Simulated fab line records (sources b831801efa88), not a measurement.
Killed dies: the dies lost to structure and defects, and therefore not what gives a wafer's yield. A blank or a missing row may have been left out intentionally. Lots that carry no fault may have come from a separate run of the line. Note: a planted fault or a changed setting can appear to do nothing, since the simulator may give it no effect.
fab line records	flow sky130
record: lots: 24	wafers: 72	lastDay: 50
route steps=708 shown VIA1@460 METAL2@487 CAPM@540 METAL4@601 METAL5@664
lots with no fault: from the same line, run without faults
startH: hours from the record's opening day to when the first of the lot's shown wafers began	waitH: hours elapsed since this lot's preceding step	" identical to the entry in the row above	L1.1+2: one row covering several wafers at once	- no value, or no start was given	* or withheld: withheld	< > ~ a bound
route shown NAME@n: NAME is a module with steps in the file, n the number in the route of the first one	usual: mean/standard deviation of fault-free wafers	same: alike in all rows	chamber/n: place in a boat	sites: per-site readings	_std_site: standard deviation across them	_edge_site: outer sites' mean less inner sites'	radiusMm: how far each site lies from the wafer's centre	mask NAME#n: copy n	behind: the last tool/chamber to shape the wafer	hold: why the lot went on hold/how many hours it stayed there/how the hold came to an end	device: the n, p or np transistor that did not switch	end of line: at the end of the route, the tests of the same wafers	a step without rows: its recipe alone	killed: dies that structure and defects cost at the first sort, which is not the same as the wafer's yield	map: the dies of a wafer, with x for killed, . for not killed, _ for no die there
set.NAME: setting as actually run; set.NAME@STEP: the setting as run at that earlier step	model.NAME: the simulator's own value behind a step, which no gauge read
the route's steps for a sample of lots (tables are steps, rows are wafers)
services: from which hour (startH, from the record's first day; less than 0 if before it) a tool's chamber was out of use, for how many hours, and why
== steps ==
step: SKY_VIA1_CMP_02
recipe: material: SiO2	downForcePsi: 4	platenRpm: 60	padVelocityMS: 0.94248
usual: motorCurrentA: 11.5/0.95	slurryFilterDpKPa: 13.50/0.13
lot.wafer	tool	chamber	startH	waitH	motorCurrentA	slurryFilterDpKPa
L074.3	cmp-01	2	769.35	0.1	10.9	13.44
L074.2	"	0	"	"	12.2	13.35
L074.6	"	1	"	"	12.6	13.58
L075.1	cmp-02	1	774.00	0.1	11.9	13.44
L075.4	"	3	"	"	11.9	13.34
L075.6	"	1	"	"	11.8	13.55
L076.4	cmp-02	2	782.16	0.1	10.2	13.37
L076.5	"	0	"	"	11.0	13.57
L076.6	"	1	"	"	12.8	13.51
L077.1	cmp-01	3	787.86	0.2	10.5	13.43
L077.5	"	0	"	"	13.1	13.62
L077.6	"	1	"	"	11.7	13.57
L078.4	cmp-02	1	800.19	0.0	12.5	13.54
L078.1	"	0	"	"	11.6	13.63
L078.6	"	2	"	"	9.8	13.56
L080.2	cmp-02	2	813.89	0.0	10.6	13.59
L080.3	"	0	"	"	11.1	13.53
L080.6	"	3	"	"	12.2	13.49
L079.4	cmp-01	1	818.26	0.0	12.3	13.60
L079.2	"	2	"	"	11.4	13.39
L079.1	"	0	"	"	12.9	13.54
L081.1	cmp-02	1	828.51	0.1	12.2	13.49
L081.3	"	2	"	"	10.4	13.36
L081.2	"	3	"	"	12.3	13.33
L082.3	cmp-01	2	838.61	0.1	10.9	13.53
L082.2	"	3	"	"	9.9	13.30
L082.5	"	1	"	"	11.8	13.30
L083.3	cmp-01	2	847.96	0.0	10.8	13.36
L083.1	"	0	"	"	12.6	13.40
L083.5	"	2	"	"	10.4	13.75
L085.3	cmp-01	0	851.66	0.1	13.1	13.54
L085.4	"	2	"	"	11.7	13.33
L085.6	"	3	"	"	10.4	13.71
L084.1	cmp-02	2	852.01	0.1	10.7	13.49
L084.3	"	3	"	"	12.2	13.41
L084.6	"	1	"	"	12.2	13.22
L086.4	cmp-01	0	867.46	0.0	12.4	13.64
L086.1	"	2	"	"	10.8	13.73
L086.6	"	1	"	"	12.0	13.33
L087.3	cmp-02	1	876.77	0.1	12.9	13.57
L087.6	"	3	"	"	12.1	13.71
L087.5	"	0	"	"	11.3	13.46
L088.1	cmp-02	2	877.62	0.2	9.8	13.24
L088.6	"	3	"	"	12.3	13.54
L088.5	"	0	"	"	10.7	13.59
L089.1	cmp-01	0	885.57	0.1	13.2	13.33
L089.4	"	1	"	"	11.6	13.52
L089.2	"	2	"	"	10.8	13.62
L090.2	cmp-02	0	896.36	0.0	11.1	13.45
L090.3	"	2	"	"	10.7	13.51
L090.5	"	0	"	"	10.7	13.42
L091.3	cmp-01	3	897.23	0.0	10.2	13.83
L091.2	"	0	"	"	12.8	13.50
L091.6	"	3	"	"	10.3	13.57
L092.4	cmp-02	2	903.12	0.1	10.6	13.36
L092.5	"	0	"	"	11.1	13.52
L092.6	"	1	"	"	12.3	13.53
L093.3	cmp-02	2	914.46	0.0	10.8	13.45
L093.4	"	3	"	"	12.1	13.39
L093.6	"	2	"	"	10.6	13.61
L094.4	cmp-01	1	926.78	0.0	11.8	13.50
L094.3	"	2	"	"	11.2	13.66
L094.5	"	2	"	"	10.9	13.47
L095.4	cmp-01	3	929.72	0.0	10.2	13.66
L095.3	"	2	"	"	11.6	13.54
L095.6	"	3	"	"	9.9	13.73
L097.2	cmp-02	1	932.75	0.1	12.3	13.42
L097.3	"	2	"	"	10.6	13.23
L097.5	"	3	"	"	11.4	13.24
L096.2	cmp-01	2	935.41	0.1	10.4	13.48
L096.6	"	0	"	"	12.2	13.34
L096.5	"	1	"	"	12.2	13.46
step: SKY_METAL2_SPUTTER_04
recipe: material: TiN	targetThkNm: 70	powerW: 6500	timeS: 58.3	chamberPressurePa: 0.4
usual: throttleValvePct: 29.7/1
lot.wafer	tool	chamber	startH	waitH	throttleValvePct
L074.2	pvdSputter-01	-	797.82	0.0	29.1
L074.3	"	-	"	"	28.7
L074.6	"	-	"	"	28.3
L075.1	pvdSputter-03	-	802.61	0.0	30.6
L075.4	"	-	"	"	30.1
L075.6	"	-	"	"	28.8
L076.4	pvdSputter-01	-	810.97	0.0	29.2
L076.5	"	-	"	"	29.6
L076.6	"	-	"	"	29.1
L077.1	pvdSputter-04	-	816.43	0.0	31.8
L077.5	"	-	"	"	28.6
L077.6	"	-	"	"	32.1
L078.1	pvdSputter-03	-	829.23	0.0	29.7
L078.4	"	-	"	"	30.5
L078.6	"	-	"	"	28.8
L080.2	pvdSputter-01	-	842.76	0.0	29.8
L080.3	"	-	"	"	28.8
L080.6	"	-	"	"	29.6
L079.1	pvdSputter-01	-	846.86	0.0	29.3
L079.2	"	-	"	"	30.1
L079.4	"	-	"	"	28.5
L081.1	pvdSputter-01	-	856.62	0.0	29.0
L081.2	"	-	"	"	29.4
L081.3	"	-	"	"	28.8
L082.2	pvdSputter-03	-	866.57	0.0	28.7
L082.3	"	-	"	"	29.8
L082.5	"	-	"	"	28.7
L083.1	pvdSputter-01	-	875.79	0.0	30.5
L083.3	"	-	"	"	29.7
L083.5	"	-	"	"	30.4
L085.3	pvdSputter-04	-	879.22	0.0	30.0
L085.4	"	-	"	"	28.6
L085.6	"	-	"	"	32.1
L084.1	pvdSputter-03	-	879.86	0.0	28.7
L084.3	"	-	"	"	30.5
L084.6	"	-	"	"	29.0
L086.1	pvdSputter-01	-	895.56	0.0	28.7
L086.4	"	-	"	"	29.9
L086.6	"	-	"	"	30.2
L087.3	pvdSputter-04	-	903.83	0.0	32.4
L087.5	"	-	"	"	32.0
L087.6	"	-	"	"	30.0
L088.1	pvdSputter-01	-	905.28	0.0	30.5
L088.5	"	-	"	"	28.6
L088.6	"	-	"	"	29.0
L089.1	pvdSputter-04	-	913.14	0.0	28.5
L089.2	"	-	"	"	32.3
L089.4	"	-	"	"	32.0
L090.2	pvdSputter-03	-	923.50	0.0	28.6
L090.3	"	-	"	"	30.6
L090.5	"	-	"	"	28.9
L091.2	pvdSputter-01	-	923.80	0.0	29.5
L091.3	"	-	"	"	29.0
L091.6	"	-	"	"	29.1
L092.4	pvdSputter-01	-	930.27	0.0	28.8
L092.5	"	-	"	"	28.9
L092.6	"	-	"	"	28.7
L093.3	pvdSputter-04	-	941.30	0.0	30.1
L093.4	"	-	"	"	28.6
L093.6	"	-	"	"	32.1
L094.3	pvdSputter-01	-	953.68	0.0	28.9
L094.4	"	-	"	"	30.5
L094.5	"	-	"	"	30.4
L095.3	pvdSputter-01	-	956.60	0.0	30.5
L095.4	"	-	"	"	28.8
L095.6	"	-	"	"	29.6
L097.2	pvdSputter-01	-	958.92	0.0	29.8
L097.3	"	-	"	"	29.0
L097.5	"	-	"	"	29.7
L096.2	pvdSputter-03	-	962.10	0.0	30.5
L096.5	"	-	"	"	29.8
L096.6	"	-	"	"	28.9
step: SKY_METAL2_RS_MEAS_05
recipe: thkMeasGauge: four-point-probe	reads: TiN_of_METAL2_SPUTTER_04+Ti_of_METAL2_SPUTTER_03+AlCu_of_METAL2_SPUTTER_02+TiN_of_METAL2_SPUTTER_01+Ti_of_METAL2_SPUTTER_00
usual: METAL2_ALCU_RS: 0.1266/0.0013
lot.wafer	tool	chamber	startH	waitH	METAL2_ALCU_RS[ohm/sq]
L074.2	filmMetro-01	-	797.88	0.0	0.1253
L074.3	"	-	"	"	0.1242
L074.6	"	-	"	"	0.1248
L075.1	filmMetro-01	-	802.65	0.0	0.1252
L075.4	"	-	"	"	0.1261
L075.6	"	-	"	"	0.1270
L076.4	filmMetro-04	-	811.08	0.1	0.1242
L076.5	"	-	"	"	0.1248
L076.6	"	-	"	"	0.1242
L077.1	filmMetro-01	-	816.48	0.0	0.1247
L077.5	"	-	"	"	0.1259
L077.6	"	-	"	"	0.1263
L078.1	filmMetro-04	-	829.28	0.0	0.1283
L078.4	"	-	"	"	0.1273
L078.6	"	-	"	"	0.1267
L080.2	filmMetro-02	-	842.83	0.0	0.1261
L080.3	"	-	"	"	0.1267
L080.6	"	-	"	"	0.1249
L079.1	filmMetro-01	-	846.91	0.0	0.1269
L079.2	"	-	"	"	0.1267
L079.4	"	-	"	"	0.1270
L081.1	filmMetro-04	-	856.67	0.0	0.1261
L081.2	"	-	"	"	0.1255
L081.3	"	-	"	"	0.1268
L082.2	filmMetro-01	-	866.64	0.0	0.1288
L082.3	"	-	"	"	0.1288
L082.5	"	-	"	"	0.1286
L083.1	filmMetro-01	-	875.84	0.0	0.1258
L083.3	"	-	"	"	0.1260
L083.5	"	-	"	"	0.1252
L085.3	filmMetro-02	-	879.31	0.1	0.1256
L085.4	"	-	"	"	0.1266
L085.6	"	-	"	"	0.1262
L084.1	filmMetro-01	-	879.91	0.0	0.1290
L084.3	"	-	"	"	0.1286
L084.6	"	-	"	"	0.1291
L086.1	filmMetro-01	-	895.61	0.0	0.1266
L086.4	"	-	"	"	0.1256
L086.6	"	-	"	"	0.1257
L087.3	filmMetro-04	-	903.92	0.1	0.1273
L087.5	"	-	"	"	0.1273
L087.6	"	-	"	"	0.1263
L088.1	filmMetro-01	-	905.32	0.0	0.1278
L088.5	"	-	"	"	0.1272
L088.6	"	-	"	"	0.1278
L089.1	filmMetro-01	-	913.19	0.0	0.1270
L089.2	"	-	"	"	0.1276
L089.4	"	-	"	"	0.1272
L090.2	filmMetro-01	-	923.57	0.0	0.1282
L090.3	"	-	"	"	0.1267
L090.5	"	-	"	"	0.1266
L091.2	filmMetro-04	-	923.87	0.0	0.1257
L091.3	"	-	"	"	0.1247
L091.6	"	-	"	"	0.1261
L092.4	filmMetro-04	-	930.38	0.1	0.1281
L092.5	"	-	"	"	0.1283
L092.6	"	-	"	"	0.1270
L093.3	filmMetro-04	-	941.39	0.1	0.1274
L093.4	"	-	"	"	0.1269
L093.6	"	-	"	"	0.1281
L094.3	filmMetro-01	-	953.77	0.1	0.1243
L094.4	"	-	"	"	0.1257
L094.5	"	-	"	"	0.1252
L095.3	filmMetro-02	-	956.69	0.1	0.1250
L095.4	"	-	"	"	0.1244
L095.6	"	-	"	"	0.1251
L097.2	filmMetro-01	-	958.99	0.0	0.1273
L097.3	"	-	"	"	0.1279
L097.5	"	-	"	"	0.1271
L096.2	filmMetro-02	-	962.17	0.0	0.1263
L096.5	"	-	"	"	0.1264
L096.6	"	-	"	"	0.1271
step: SKY_CAPM_RS_MEAS_03
recipe: thkMeasGauge: four-point-probe	reads: TiN_of_CAPM_SPUTTER_02
usual: CAPM_TIN_RS: 6.91/0.063
lot.wafer	tool	chamber	startH	waitH	CAPM_TIN_RS[ohm/sq]
L074.2	filmMetro-04	-	854.60	0.1	6.85
L074.3	"	-	"	"	6.92
L074.6	"	-	"	"	6.87
L075.1	filmMetro-04	-	858.17	0.1	6.96
L075.4	"	-	"	"	6.99
L075.6	"	-	"	"	6.95
L076.4	filmMetro-04	-	866.89	0.1	6.93
L076.5	"	-	"	"	6.99
L076.6	"	-	"	"	6.93
L077.1	filmMetro-03	-	871.78	0.1	6.88
L077.5	"	-	"	"	6.90
L077.6	"	-	"	"	6.89
L078.1	filmMetro-04	-	884.26	0.1	6.86
L078.4	"	-	"	"	6.96
L078.6	"	-	"	"	6.83
L080.2	filmMetro-04	-	898.26	0.1	6.95
L080.3	"	-	"	"	6.92
L080.6	"	-	"	"	6.97
L079.1	filmMetro-03	-	902.44	0.1	6.99
L079.2	"	-	"	"	6.97
L079.4	"	-	"	"	6.92
L081.1	filmMetro-01	-	911.05	0.1	6.80
L081.2	"	-	"	"	6.84
L081.3	"	-	"	"	6.88
L082.2	filmMetro-04	-	920.83	0.1	6.88
L082.3	"	-	"	"	6.93
L082.5	"	-	"	"	6.86
L083.1	filmMetro-03	-	929.93	0.1	6.88
L083.3	"	-	"	"	6.90
L083.5	"	-	"	"	6.89
L085.3	filmMetro-03	-	933.66	0.1	6.99
L085.4	"	-	"	"	7.01
L085.6	"	-	"	"	6.98
L084.1	filmMetro-01	-	934.23	0.1	6.89
L084.3	"	-	"	"	6.87
L084.6	"	-	"	"	6.87
L086.1	filmMetro-01	-	948.53	0.1	6.88
L086.4	"	-	"	"	6.84
L086.6	"	-	"	"	6.91
L087.3	filmMetro-01	-	957.85	0.1	6.85
L087.5	"	-	"	"	6.87
L087.6	"	-	"	"	6.93
L088.1	filmMetro-01	-	959.37	0.1	6.84
L088.5	"	-	"	"	6.89
L088.6	"	-	"	"	6.81
L089.1	filmMetro-04	-	965.88	0.1	6.96
L089.2	"	-	"	"	7.01
L089.4	"	-	"	"	7.00
L090.2	filmMetro-01	-	975.35	0.1	6.94
L090.3	"	-	"	"	7.05
L090.5	"	-	"	"	7.02
L091.2	filmMetro-04	-	975.43	0.1	6.96
L091.3	"	-	"	"	7.00
L091.6	"	-	"	"	6.95
L092.4	filmMetro-03	-	983.18	0.1	6.84
L092.5	"	-	"	"	6.87
L092.6	"	-	"	"	6.81
L093.3	filmMetro-03	-	993.11	0.1	6.81
L093.4	"	-	"	"	6.87
L093.6	"	-	"	"	6.77
L094.3	filmMetro-01	-	1004.11	0.1	6.92
L094.4	"	-	"	"	6.78
L094.5	"	-	"	"	6.85
L095.3	filmMetro-04	-	1007.77	0.1	6.94
L095.4	"	-	"	"	6.88
L095.6	"	-	"	"	6.87
L097.2	filmMetro-01	-	1009.57	0.1	6.93
L097.3	"	-	"	"	6.93
L097.5	"	-	"	"	6.95
L096.2	filmMetro-03	-	1011.82	0.1	6.96
L096.5	"	-	"	"	6.98
L096.6	"	-	"	"	6.94
step: SKY_METAL4_SPUTTER_03
recipe: material: Ti	targetThkNm: 5	powerW: 3000	timeS: 3.3	chamberPressurePa: 0.4
usual: throttleValvePct: 30.0/0.94
lot.wafer	tool	chamber	startH	waitH	throttleValvePct
L074.2	pvdSputter-04	-	934.69	0.0	28.5
L074.3	"	-	"	"	31.9
L074.6	"	-	"	"	31.9
L075.1	pvdSputter-02	-	937.76	0.0	29.6
L075.4	"	-	"	"	29.9
L075.6	"	-	"	"	29.8
L076.4	pvdSputter-02	-	946.29	0.0	30.3
L076.5	"	-	"	"	29.7
L076.6	"	-	"	"	29.8
L077.1	pvdSputter-02	-	951.63	0.0	30.1
L077.5	"	-	"	"	30.3
L077.6	"	-	"	"	29.4
L078.1	pvdSputter-02	-	963.48	0.0	30.1
L078.4	"	-	"	"	29.7
L078.6	"	-	"	"	29.6
L080.2	pvdSputter-02	-	975.75	0.0	29.7
L080.3	"	-	"	"	30.1
L080.6	"	-	"	"	29.6
L079.1	pvdSputter-03	-	980.02	0.0	30.4
L079.2	"	-	"	"	29.0
L079.4	"	-	"	"	29.8
L081.1	pvdSputter-03	-	988.68	0.0	28.8
L081.2	"	-	"	"	30.1
L081.3	"	-	"	"	28.7
L082.2	pvdSputter-02	-	997.31	0.0	30.0
L082.3	"	-	"	"	29.8
L082.5	"	-	"	"	30.1
L083.1	pvdSputter-03	-	1006.26	0.0	28.9
L083.3	"	-	"	"	30.1
L083.5	"	-	"	"	29.1
L085.3	pvdSputter-04	-	1008.87	0.0	32.0
L085.4	"	-	"	"	28.9
L085.6	"	-	"	"	32.4
L084.1	pvdSputter-02	-	1010.33	0.0	30.4
L084.3	"	-	"	"	29.6
L084.6	"	-	"	"	29.4
L086.1	pvdSputter-02	-	1024.06	0.0	29.8
L086.4	"	-	"	"	29.5
L086.6	"	-	"	"	29.6
L087.3	pvdSputter-04	-	1031.60	0.0	31.9
L087.5	"	-	"	"	32.2
L087.6	"	-	"	"	28.6
L088.1	pvdSputter-02	-	1033.35	0.0	29.4
L088.5	"	-	"	"	29.6
L088.6	"	-	"	"	29.5
L089.1	pvdSputter-02	-	1040.90	0.0	29.8
L089.2	"	-	"	"	29.7
L089.4	"	-	"	"	30.5
L090.2	pvdSputter-02	-	1048.50	0.0	29.7
L090.3	"	-	"	"	30.4
L090.5	"	-	"	"	30.4
L091.2	pvdSputter-03	-	1048.85	0.0	29.2
L091.3	"	-	"	"	29.9
L091.6	"	-	"	"	29.2
L092.4	pvdSputter-04	-	1055.71	0.0	31.9
L092.5	"	-	"	"	31.5
L092.6	"	-	"	"	28.5
L093.3	pvdSputter-04	-	1063.46	0.0	29.8
L093.4	"	-	"	"	32.3
L093.6	"	-	"	"	28.7
L094.3	pvdSputter-03	-	1075.29	0.0	28.8
L094.4	"	-	"	"	28.9
L094.5	"	-	"	"	30.5
L095.3	pvdSputter-02	-	1078.62	0.0	30.5
L095.4	"	-	"	"	29.6
L095.6	"	-	"	"	29.4
L097.2	pvdSputter-04	-	1080.27	0.0	32.3
L097.3	"	-	"	"	29.7
L097.5	"	-	"	"	30.0
L096.2	pvdSputter-03	-	1082.47	0.0	30.0
L096.5	"	-	"	"	29.0
L096.6	"	-	"	"	30.1
step: SKY_METAL5_SPUTTER_03
recipe: material: Ti	targetThkNm: 5	powerW: 3000	timeS: 3.3	chamberPressurePa: 0.4
usual: throttleValvePct: 30.0/1.2
lot.wafer	tool	chamber	startH	waitH	throttleValvePct
L074.2	pvdSputter-03	-	1010.36	0.0	30.4
L074.3	"	-	"	"	28.9
L074.6	"	-	"	"	28.8
L075.1	pvdSputter-01	-	1013.85	0.0	29.1
L075.4	"	-	"	"	30.1
L075.6	"	-	"	"	29.8
L076.4	pvdSputter-04	-	1020.37	0.0	28.5
L076.5	"	-	"	"	28.7
L076.6	"	-	"	"	32.1
L077.1	pvdSputter-01	-	1026.38	0.0	29.4
L077.5	"	-	"	"	28.6
L077.6	"	-	"	"	29.4
L078.1	pvdSputter-04	-	1037.60	0.0	29.9
L078.4	"	-	"	"	31.8
L078.6	"	-	"	"	31.7
L080.2	pvdSputter-03	-	1048.20	0.0	30.1
L080.3	"	-	"	"	29.4
L080.6	"	-	"	"	29.8
L079.1	pvdSputter-04	-	1052.80	0.0	30.1
L079.2	"	-	"	"	31.8
L079.4	"	-	"	"	28.8
L081.1	pvdSputter-04	-	1058.85	0.0	28.6
L081.2	"	-	"	"	31.6
L081.3	"	-	"	"	32.0
L082.2	pvdSputter-01	-	1066.75	0.0	30.1
L082.3	"	-	"	"	28.9
L082.5	"	-	"	"	30.5
L083.1	pvdSputter-01	-	1075.48	0.0	30.3
L083.3	"	-	"	"	29.6
L083.5	"	-	"	"	30.3
L085.3	pvdSputter-03	-	1079.49	0.0	29.1
L085.4	"	-	"	"	28.8
L085.6	"	-	"	"	30.1
L084.1	pvdSputter-03	-	1080.64	0.0	29.9
L084.3	"	-	"	"	28.9
L084.6	"	-	"	"	30.5
L086.1	pvdSputter-04	-	1092.43	0.0	32.0
L086.4	"	-	"	"	31.8
L086.6	"	-	"	"	30.1
L087.3	pvdSputter-04	-	1099.54	0.0	32.1
L087.5	"	-	"	"	31.8
L087.6	"	-	"	"	28.4
L088.1	pvdSputter-04	-	1101.82	0.0	30.0
L088.5	"	-	"	"	28.6
L088.6	"	-	"	"	30.1
L089.1	pvdSputter-01	-	1106.32	0.0	29.6
L089.2	"	-	"	"	29.0
L089.4	"	-	"	"	30.3
L090.2	pvdSputter-04	-	1113.65	0.0	32.0
L090.3	"	-	"	"	28.7
L090.5	"	-	"	"	28.7
L091.2	pvdSputter-04	-	1115.20	0.0	30.0
L091.3	"	-	"	"	32.0
L091.6	"	-	"	"	28.6
L092.4	pvdSputter-01	-	1121.15	0.0	30.5
L092.5	"	-	"	"	29.0
L092.6	"	-	"	"	29.9
L093.3	pvdSputter-03	-	1128.16	0.0	30.1
L093.4	"	-	"	"	30.5
L093.6	"	-	"	"	29.1
L094.3	pvdSputter-04	-	1139.75	0.0	30.2
L094.4	"	-	"	"	32.1
L094.5	"	-	"	"	28.8
L095.3	pvdSputter-04	-	1142.77	0.0	28.5
L095.4	"	-	"	"	30.0
L095.6	"	-	"	"	31.8
L097.2	pvdSputter-03	-	1143.38	0.0	28.7
L097.3	"	-	"	"	28.9
L097.5	"	-	"	"	28.7
L096.2	pvdSputter-04	-	1145.98	0.0	28.5
L096.5	"	-	"	"	30.1
L096.6	"	-	"	"	31.9
== services ==
tool	chamber	startH	hours	kind
cmp-01	-	747.75	3.2	repair
pvdSputter-01	-	749.28	1.8	repair
cmp-02	-	753.75	0.5	repair
cmp-01	-	791.41	2.0	repair
pvdSputter-04	-	803.40	4.0	repair
cmp-02	-	808.60	0.2	repair
pvdSputter-02	-	844.33	19.4	repair
pvdSputter-04	-	845.46	28.6	repair
pvdSputter-01	-	850.76	3.4	repair
pvdSputter-04	-	851.05	4.3	repair
pvdSputter-03	-	853.92	0.7	repair
pvdSputter-02	-	854.44	0.8	repair
cmp-02	-	860.85	1.1	repair
cmp-02	-	884.59	10.6	pm
pvdSputter-03	-	905.86	16.3	repair
pvdSputter-03	-	923.71	4.6	repair
pvdSputter-03	-	944.22	2.4	repair
pvdSputter-04	-	945.47	49.1	repair
pvdSputter-04	-	965.70	6.0	repair
pvdSputter-01	-	983.36	9.2	repair
pvdSputter-03	-	1018.01	11.2	repair
pvdSputter-01	-	1061.22	2.4	repair
pvdSputter-04	-	1094.09	1.2	repair
pvdSputter-03	-	1104.74	7.5	repair
== key ==
fault none
